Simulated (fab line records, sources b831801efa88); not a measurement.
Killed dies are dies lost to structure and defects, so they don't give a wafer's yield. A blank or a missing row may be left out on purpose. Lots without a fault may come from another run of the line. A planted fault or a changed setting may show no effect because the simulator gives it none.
Split-lot experiment | flow sfq_line | 5 lots, 23 wafers read, on a route of 325 steps

THE SPLIT
At SFQ_TRILAYER_M7_LITHO_COAT_182 (resist thk 62 nm), the setting resist_thk_nm was moved away from the recipe's 62 nm on 4 of the 23 wafers read, by +3.9% to +5.0%. The other wafers ran this setting at the recipe's value.

The reading is taken at the split's own step.

THE READING
BARC_of_TRILAYER_M7_LITHO_COAT_182.thk_nm (the simulator's own value, which no gauge read), in nm, at SFQ_TRILAYER_M7_LITHO_COAT_182 (resist thk 62 nm). The file gives no usual value for it. The 19 wafers here that ran the recipe average 61.89 nm, standard deviation 0.16 nm.

wafer  | tool, chamber at the split | resist_thk_nm as run, nm | against the recipe | BARC_of_TRILAYER_M7_LITHO_COAT_182.thk_nm, nm | against lot-mates on the recipe
L075.1 | litho_track-03, 0          | 62                       | recipe             | 61.76                                         | -
L075.2 | litho_track-03, 0          | 62                       | recipe             | 61.79                                         | -
L075.3 | litho_track-03, 0          | 62                       | recipe             | 61.71                                         | -
L075.5 | litho_track-03, 0          | 62                       | recipe             | 61.86                                         | -
L075.6 | litho_track-03, 0          | 62                       | recipe             | 61.69                                         | -
L077.1 | litho_track-03, 0          | 62                       | recipe             | 62.12                                         | -
L077.2 | litho_track-03, 0          | 62                       | recipe             | 62.2                                          | -
L077.4 | litho_track-03, 0          | 62                       | recipe             | 62.09                                         | -
L077.5 | litho_track-03, 0          | 62                       | recipe             | 61.88                                         | -
L077.6 | litho_track-03, 0          | 62                       | recipe             | 62.28                                         | -
L079.2 | litho_track-03, 0          | 62                       | recipe             | 61.75                                         | -
L079.4 | litho_track-03, 0          | 62                       | recipe             | 61.87                                         | -
L079.5 | litho_track-03, 0          | 62                       | recipe             | 61.91                                         | -
L083.1 | litho_track-02, 0          | 62                       | recipe             | 61.79                                         | -
L083.6 | litho_track-02, 0          | 62                       | recipe             | 61.79                                         | -
L083.2 | litho_track-02, 0          | 64.39                    | +3.9%              | 64.3                                          | +2.47
L083.4 | litho_track-02, 0          | 64.39                    | +3.9%              | 64.3                                          | +2.47
L083.3 | litho_track-02, 0          | 62                       | recipe             | 61.9                                          | -
L084.1 | litho_track-04, 0          | 65.09                    | +5.0%              | 64.81                                         | +2.97
L084.2 | litho_track-04, 0          | 65.09                    | +5.0%              | 64.87                                         | +3.03
L084.3 | litho_track-04, 0          | 62                       | recipe             | 61.73                                         | -
L084.4 | litho_track-04, 0          | 62                       | recipe             | 61.92                                         | -
L084.5 | litho_track-04, 0          | 62                       | recipe             | 61.86                                         | -

THE FIT
A straight line over all 23 wafers: BARC_of_TRILAYER_M7_LITHO_COAT_182.thk_nm changes by +0.604 nm for each +1% of resist_thk_nm; r = +0.99; the points scatter about the line by 0.16 nm.
The same after taking each lot's own level away (the mean of its wafers on the recipe; 23 wafers): +0.617 nm for each +1%; r = +1.00; scatter 0.092 nm.
On that fit, the largest move of resist_thk_nm shifts the reading by 3.1 nm.
The lots' own levels span 61.762 to 62.114 nm, that is 2.1 times the standard deviation above.
So the lot-to-lot level changes the slope little: the two slopes agree.
Check: with one of the wafers moved furthest among these (+5.0%) left out of the fit, the line predicts +3.12 nm for it against its lot-mates. It came out at +2.97 nm against them.

OTHER SPLITS ON THESE WAFERS
These wafers also went through other splits before the reading. Each is held against what the fit with the lots' levels taken away leaves over:
other split on the same wafers                    | wafers away from the commonest value | r with BARC_of_TRILAYER_M7_LITHO_COAT_182.thk_nm (lot level and that fit taken away)
SFQ_TRILAYER_I6_VIA_LITHO_COAT_174 spin_rpm       | 9                                    | +0.04
SFQ_TRILAYER_I6_VIA_BARC_OPEN_VIA_ETCH_235 bias_w | 10                                   | +0.05

THE FILE'S OWN FIT
BARC_of_TRILAYER_M7_LITHO_COAT_182.thk_nm changes by +0.617 nm for each +1% of resist_thk_nm, r = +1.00.
